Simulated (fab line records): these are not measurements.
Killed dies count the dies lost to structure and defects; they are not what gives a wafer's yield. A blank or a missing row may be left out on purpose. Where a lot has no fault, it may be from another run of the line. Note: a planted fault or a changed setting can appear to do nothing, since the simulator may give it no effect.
A struck lot beside a sound one / flow sky130 / 14 out of 708 route steps
Sound: the wafers L218.1, L218.5, L218.6. Wafers struck: L234.2, L234.5, L234.6. The cause is given at the end.
Order at every step that has rows: each side's tool, ch and its chambers, its first start. Under that, the readings that differ: sound wafers / struck wafers / difference of the means / sigmas: that difference in standard deviations of wafers without a fault.
alike: readings with means less than 2 such deviations apart, plus words and numbers identical on both sides. not compared: withheld readings, readings lacking a value on some wafer, bounds such as >300 that could conceal the same value, and numbers that have no deviation in the record and whose values overlap.
Wherever a step has rows on one side only, a row that says differs or no value, or a row with sigmas, the two part there. Non-overlapping numbers with no deviation appear without sigmas and do not part them. Lack of a reading on every wafer of one side parts them only where that side has two or more wafers.

first, 7 steps without rows for these wafers: SKY_LDD_N_DEHYDRATE_00 (time 60 s); SKY_LDD_N_HMDS_01 (prime time 60 s); SKY_LDD_N_COAT_02 (resist thk 300 nm); SKY_LDD_N_SOFTBAKE_03 (time 60 s); SKY_LDD_N_EXPOSE_04 (exposes mask NTM, target cd 840 nm); SKY_LDD_N_PEB_05; SKY_LDD_N_DEVELOP_06 (develop time 60 s).
SKY_LDD_N_OVL_MEAS_07:
  struck on overlay-02, day 24 01:32; sound on overlay-02, day 17 11:27
  alike: LDD_N_OVL
then, 4 steps without rows for these wafers: SKY_LDD_N_IMPLANT_08; SKY_LDD_N_IMPLANT_09; SKY_LDD_N_IMPLANT_10; SKY_LDD_N_IMPLANT_11.
SKY_LDD_N_IMPLANT_12:
  struck on implanter-04, day 24 02:12; sound on implanter-04 ch 0, day 17 12:05
  no value came back on the struck wafers for beam-energy-keV, beam-on-s (s); on the sound wafers beam-energy-keV reads 49.998 50.007 50.014
after that, 1 step had no rows for these wafers: SKY_LDD_N_IMPLANT_13.

## WHERE THEY PART
Only at SKY_LDD_N_IMPLANT_12, as far as this record shows.

WHY: what the simulator had put in
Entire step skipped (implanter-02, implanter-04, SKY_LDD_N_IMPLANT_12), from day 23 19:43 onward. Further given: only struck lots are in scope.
